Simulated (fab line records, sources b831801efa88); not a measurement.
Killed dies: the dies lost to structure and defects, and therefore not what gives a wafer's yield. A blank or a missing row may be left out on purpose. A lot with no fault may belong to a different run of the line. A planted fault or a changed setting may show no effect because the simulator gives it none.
Which tool did it? -- flow gf180mcu -- 11 lots, 33 wafers sampled, at 1 step of a route of 602

WHAT EACH GAUGE READ, for each wafer
GF_V2_OVL_MEAS_15.
lot,measured,on,V2_OVL (nm)
L130,day 20 05:48,overlay-02,-3 -4 5
L131,day 20 13:51,overlay-02,0 -8 -1
L132,day 20 21:06,overlay-02,2 5 1
L133,day 21 09:38,overlay-01,0 0 -4
L134,day 22 04:34,overlay-02,3 -4 7
L135,day 22 10:59,overlay-01,2 7 8
L136,day 22 17:39,overlay-02,2 -2 3
L141,day 24 17:06,overlay-02,-2 -4 -4
L142,day 25 01:23,overlay-02,0 2 6
L148,day 26 13:51,overlay-01,-1 -4 1
L152,day 27 14:34,overlay-02,8 1 -1

EACH LOT AND THE TOOL THAT RAN IT (in order: tool; ch and the chambers of the sampled wafers; start)
Before these readings, the record contains no process step.

THE ANSWER, worked out from the rows above alone
Rule: what is usual is taken from the lots themselves. The widest of any qualifying gaps counts: lots, ordered by their means at a reading, are off when they make up no more than a third of the lots, leave a main group of 4 or more, and stand apart from it by 3 or more times the standard deviation of that group's means. A main group is skipped when, at the precision printed for the reading in the tables above, its means are all equal. A lot without any number at a reading at which 4 lots or more have one is off too. Any other lot the step has rows for is counted as sound.
Across all readings shown, no lot is off: no conclusion can be drawn from this.

WHAT THE SIMULATOR HAD PUT IN
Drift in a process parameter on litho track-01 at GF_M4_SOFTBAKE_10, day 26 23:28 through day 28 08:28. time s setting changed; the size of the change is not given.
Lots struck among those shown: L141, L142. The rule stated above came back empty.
